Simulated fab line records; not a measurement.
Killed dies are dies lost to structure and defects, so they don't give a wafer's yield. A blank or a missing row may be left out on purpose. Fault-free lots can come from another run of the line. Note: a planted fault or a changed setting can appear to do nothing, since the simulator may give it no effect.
Which tool is to blame?	flow sky130	Sampling: 13 lots, 39 wafers, 3 of 708 route steps

## WHAT THE GAUGES SHOWED, per wafer
SKY_POLY_GATE_OVL_MEAS_14.
lot	measured	on	POLY_GATE_OVL (nm)
L906	day 16 13:14	overlay-01	1 3 5
L909	day 17 04:07	overlay-02	5 -2 -6
L911	day 18 01:25	overlay-02	2 -1 1
L912	day 18 09:40	overlay-02	-2 0 2
L916	day 19 16:37	overlay-01	-7 -9 -4
L917	day 20 06:48	overlay-02	-1 4 0
L918	day 20 17:58	overlay-01	-6 -4 -4
L919	day 21 06:34	overlay-01	2 4 7
L925	day 23 03:37	overlay-02	4 -7 -4
L926	day 23 11:22	overlay-01	2 4 2
L927	day 23 20:25	overlay-01	-3 -2 1
L928	day 24 05:55	overlay-02	11 3 -3
L929	day 24 12:58	overlay-02	-4 1 -2

SKY_LDD_HVP_OVL_MEAS_07.
lot	measured	on	LDD_HVP_OVL (nm)
L906	day 21 18:52	overlay-02	-1.9 -1.1 -1.7
L909	day 22 13:44	overlay-02	-3.5 -2.6 -1.3
L911	day 23 07:30	overlay-02	-0.1 -1.4 -0.3
L912	day 23 18:38	overlay-02	0.4 -0.6 -0.1
L916	day 24 22:53	overlay-02	1.5 0.6 -1.3
L917	day 25 13:39	overlay-01	-0.6 -1.2 -1.3
L918	day 26 00:51	overlay-01	-0.7 -0.8 -0.9
L919	day 26 12:14	overlay-01	-2.8 -3.3 -1.4
L925	day 28 05:23	overlay-01	-2.7 -1.9 -3.1
L926	day 28 14:05	overlay-02	-2.3 -1.1 -1.6
L927	day 28 21:35	overlay-01	-1.8 -1.1 -0.5
L928	day 29 06:59	overlay-02	-1.0 -1.6 -0.1
L929	day 29 12:17	overlay-01	1.0 1.6 1.8

## EACH LOT AND THE TOOL THAT RAN IT (in order: tool; ch and the chambers of the sampled wafers; start)
lot	SKY_LDD_N_IMPLANT_08
L906	implanter-02 ch 0, day 17 20:44
L909	implanter-03 ch 0, day 18 13:31
L911	implanter-02 ch 0, day 19 09:49
L912	implanter-03 ch 0, day 19 21:16
L916	implanter-02 ch 0, day 21 01:29
L917	implanter-02 ch 0, day 21 16:05
L918	implanter-02 ch 0, day 22 03:14
L919	implanter-02 ch 0, day 22 15:29
L925	implanter-01 ch 0, day 24 11:37
L926	implanter-03 ch 0, day 24 20:10
L927	implanter-01 ch 0, day 25 04:20
L928	implanter-01 ch 0, day 25 13:57
L929	implanter-03 ch 0, day 25 20:53
- SKY_LDD_N_IMPLANT_08

## AS READ BY THE TOOLS THEMSELVES (means over the sampled wafers that have a number; for cases with no such wafer, the mark the record gives instead)
SKY_LDD_N_IMPLANT_08.
lot	tool	beam-energy-keV
L906	implanter-02	19.997
L909	implanter-03	20.005
L911	implanter-02	20.000
L912	implanter-03	20.003
L916	implanter-02	19.995
L917	implanter-02	18.205
L918	implanter-02	18.216
L919	implanter-02	18.206
L925	implanter-01	19.991
L926	implanter-03	19.998
L927	implanter-01	20.004
L928	implanter-01	19.990
L929	implanter-03	19.996

## THE ANSWER, worked out from the rows above alone
Rule: what is usual is taken from the lots themselves. The widest of any qualifying gaps counts: lots, ordered by their means at a reading, are off when they make up no more than a third of the lots, leave a main group of 4 or more, and stand apart from it by 3 or more times the standard deviation of that group's means. A main group whose means are all the same, to the digits that the tables above print for the reading, isn't used. A lot without any number at a reading at which 4 lots or more have one is off too. Any other lot the step has rows for is counted as sound. The gauges are gone through in route order, then the tools' own readings, and for those a lot's mean is taken as printed above. The first step at which some lot is off is used, and at that step the reading that is off furthest; a lot without a number counts as furthest.
Off, at SKY_LDD_N_IMPLANT_08 on beam-energy-keV: L917, L918, L919. For the main group the mean is 19.998 and the standard deviation 0.0049.
If a tool, at that step or one of the process steps before it, ran each lot that is off and ran no sound lot following the first of them, it fits. One fits: implanter-02 at SKY_LDD_N_IMPLANT_08. A fault onset in the window from L916 (day 21 01:29, its last sound lot) to L917 (day 21 16:05, its first lot off) fits.
The tool's own readings at SKY_LDD_N_IMPLANT_08 bear it out: on the lots that are off they differ by more than 5 times the standard deviation of the sound lots' means. beam-energy-keV reads 18.209 there against 19.998 on the sound lots.

## WHAT THE SIMULATOR HAD PUT IN
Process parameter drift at SKY_LDD_N_IMPLANT_08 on implanter-02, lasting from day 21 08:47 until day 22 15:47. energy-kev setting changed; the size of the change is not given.
Shown lots that were struck: L917, L918, L919. The same result came from the rule above.
